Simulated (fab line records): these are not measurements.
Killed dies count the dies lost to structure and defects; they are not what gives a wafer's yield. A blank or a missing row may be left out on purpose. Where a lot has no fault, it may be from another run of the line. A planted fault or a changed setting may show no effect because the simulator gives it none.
Matching of chambers | flow sky130 | rie-diel-03 running SKY_VIA1_ETCH_14: 4 sister chambers
The step etches BARC in N2/H2, stops on SiO2, time 45.9 s, target depth 60 nm. 4 wafers are shown with their chamber, then 10 later ones without.

## WAFERS WITH THEIR CHAMBER
wafer  | chamber | drypump-motor-current-A (A)
L085.2 | 3       | 4.8
L087.2 | 1       | 6.7
L089.1 | 2       | 5.2
L089.4 | 0       | 5.6

## WAFERS WITH NO CHAMBER GIVEN
wafer  | drypump-motor-current-A (A)
L089.5 | 5.2
L090.1 | 6.7
L090.2 | 5.6
L090.4 | 5.2
L093.2 | 5.2
L093.5 | 4.8
L093.6 | 5.6
L095.1 | 5.6
L095.2 | 6.7
L095.5 | 4.7

## WHICH CHAMBER EACH ONE RAN IN
wafer  | from the rows above | in truth
L089.5 | 2                   | 2
L090.1 | 1                   | 1
L090.2 | 0                   | 0
L090.4 | 2                   | 2
L093.2 | 2                   | 2
L093.5 | 3                   | 3
L093.6 | 0                   | 0
L095.1 | 0                   | 0
L095.2 | 1                   | 1
L095.5 | 3                   | 3
Correctly placed: 10 of 10. Can't be placed from these rows: 0. Number placed wrongly: 0.
How it was worked out, from the rows above alone: a wafer's distance from a chamber is the root of the sum, over the readings, of the square of ((its reading less the chamber's mean) divided by the reading's scatter). If the next closest chamber is less than 2 further off than the closest, the wafer can't be placed; otherwise it belongs to the closest. Each chamber's mean is taken over the wafers shown for it. The scatter: root of mean squared gap, hidden wafer to nearest shown wafer, with one shown wafer a chamber.
